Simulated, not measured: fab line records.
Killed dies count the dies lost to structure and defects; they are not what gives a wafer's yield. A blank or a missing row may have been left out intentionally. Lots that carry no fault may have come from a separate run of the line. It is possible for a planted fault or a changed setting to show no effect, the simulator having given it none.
The tool behind it: which one?	flow gf180mcu	18 wafers from 6 lots sampled at 4 of the route's 602 steps

## WHAT EACH GAUGE READ, for each wafer
GF_M5_CD_MEAS_07: the cd target is 280 nm.
lot	measured	on	cd nm (nm)
L881	day 26 17:25	cd sem-02	281.2 282.0 280.7
L884	day 27 19:11	cd sem-01	280.8 279.0 279.4
L891	day 30 01:17	cd sem-02	280.9 281.0 280.9
L893	day 30 15:28	cd sem-02	256.9 258.5 257.4
L895	day 31 06:20	cd sem-02	279.2 278.9 278.8
L900	day 32 06:34	cd sem-02	278.9 279.2 277.8

## WHAT TOOL EACH LOT RAN ON (gives the tool, then ch and the chambers of the sampled wafers, and finally the start)
lot	GF_M4_SPUTTER_04	GF_V4_CVD_23	GF_M5_PEB_05
L881	pvd sputter-04, day 22 23:14	cvd w-01 ch 0,1, day 24 22:01	litho track-04 ch 0, day 26 17:04
L884	pvd sputter-04, day 24 03:26	cvd w-01 ch 0,1, day 26 00:20	litho track-02 ch 0, day 27 18:50
L891	pvd sputter-01, day 26 16:59	cvd w-02 ch 0,1, day 28 10:40	litho track-02 ch 0, day 30 00:56
L893	pvd sputter-04, day 27 06:38	cvd w-01 ch 0,1, day 29 00:48	litho track-04 ch 0, day 30 15:07
L895	pvd sputter-03, day 28 00:14	cvd w-01 ch 0,1, day 29 17:16	litho track-02 ch 0, day 31 05:59
L900	pvd sputter-03, day 29 03:28	cvd w-02 ch 0,1, day 30 18:59	litho track-03 ch 0, day 32 06:13
- GF_M4_SPUTTER_04: material TiN, target thk 50 nm, time 41.7 s.
- GF_V4_CVD_23: deposits W, target thk 350 nm, time 104.9 s.
- GF_M5_PEB_05: peb time 90 s.

## THE ANSWER, worked out from the rows above alone
Rule: the usual values come from the lots themselves. Put in order of their means at a reading, lots are off if they are a third of the lots or fewer, leave a main group of 4 or more, and stand apart from it by a gap of 3 or more times the standard deviation of the main group's means; of several such gaps the widest counts. The tables above print the reading to a certain number of digits; a main group whose means all agree to those digits is not used. Also off: a lot with no number at a reading for which 4 or more lots have one. All remaining lots with rows at the step are treated as sound.
Off: L893 (GF_M5_CD_MEAS_07, cd nm). Mean 279.9 nm and standard deviation 1.1 in the main group.
If a tool, at a process step before that reading, ran all the lots that are off and no sound lot after the first of them, it fits. The gauges at GF_M5_CD_MEAS_07 are tried like those tools. This does not decide it: 2 tools fit, namely pvd sputter-04 at GF_M4_SPUTTER_04 and litho track-04 at GF_M5_PEB_05.

## WHAT THE SIMULATOR PUT IN
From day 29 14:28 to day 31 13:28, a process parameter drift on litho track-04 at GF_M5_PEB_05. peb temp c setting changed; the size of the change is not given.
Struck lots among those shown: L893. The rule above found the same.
